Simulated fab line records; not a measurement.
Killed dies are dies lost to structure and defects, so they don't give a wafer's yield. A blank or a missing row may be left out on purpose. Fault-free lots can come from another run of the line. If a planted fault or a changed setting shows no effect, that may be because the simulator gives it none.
A single fault, viewed from 2 desks	flow gf180mcu	what lay behind the numbers comes last; until then each desk has only its own

DESK OF THE TOOL OWNER: pvd-sputter-04
At GF_MIM_SPUTTER_07 (material TiN, target thk 60 nm, time 50 s) the tool's own readings: per lot run on this tool, the mean of the sampled wafers that have a number. If a lot's mean is further than 4 standard deviations from the usual mean, the lot is out of limits and carries the mark OUT (the distance appears in the brackets).
Columns: A = chamber-pressure-pa at GF_MIM_SPUTTER_07, usual 0.3999 Pa; B = throttle-valve-pct at GF_MIM_SPUTTER_07, usual 29.2 %
lot	first seen here	A	B
L840	day 27 19:00	0.3999	29.5
L841	day 28 06:33	0.4001	29.7
L843	day 28 10:54	0.4001	28.8
L845	day 29 05:13	0.4140 (+17) OUT	29.1
L847	day 29 18:22	0.4132 (+16) OUT	29.1
This desk finds L845, L847 out of limits, L845 being first, at day 29 05:13 (chamber-pressure-pa at GF_MIM_SPUTTER_07). L840, L841, L843 stayed within limits.

FROM THE METROLOGY DESK
Lot by lot, what the gauges showed, no matter which tool ran the lot: averages of those sampled wafers that carry a number. If a lot's mean is further than 4 standard deviations from the usual mean, the lot is out of limits and carries the mark OUT (the distance appears in the brackets).
Columns: A = HV_LDD_02_OVL at GF_HV_LDD_OVL_MEAS_32, usual -0.1 nm; B = HV_LDD_CVD_56_THK at GF_HV_LDD_THK_MEAS_57, usual 89.8 nm
lot	first seen here	A	B
L833	day 12 15:37	1.9	89.4
L832	day 12 16:45	-2.3	89.9
L834	day 13 01:42	-1.2	89.4
L835	day 13 10:34	-0.9	88.8
L836	day 13 14:50	-0.5	88.9
L837	day 13 17:46	-0.9	90.9
L839	day 14 10:15	-0.9	89.7
L840	day 14 18:19	-0.7	89.7
L841	day 15 07:12	0.1	89.5
L843	day 15 12:50	-0.8	90.4
L844	day 16 04:40	0.4	90.0
L845	day 16 08:12	1.5	89.0
L847	day 16 23:00	-0.8	89.1
L853	day 19 00:06	-0.7	92.0
Finding of this desk: none of the 14 lots has anything out of limits.

BROUGHT TOGETHER
The tool owner's desk had the chance to raise an alarm at day 29 05:13 on L845, L847.
Metrology desk: nothing out of limits seen.
The metrology desk holds a record of L845, L847, inside its limits.
Of the lots named, all ran GF_MIM_SPUTTER_07 on pvd-sputter-04.

WHAT HAD BEEN PUT IN BY THE SIMULATOR
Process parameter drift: pvd-sputter-04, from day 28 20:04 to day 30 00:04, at GF_MIM_SPUTTER_07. A move of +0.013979 in setting chamber-pressure-pa, from 0.4. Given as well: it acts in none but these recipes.
Shown lots that were struck: L845, L847.
How many hours passed from the start of the fault until each desk's first out-of-limits reading: the tool owner's desk, 9.
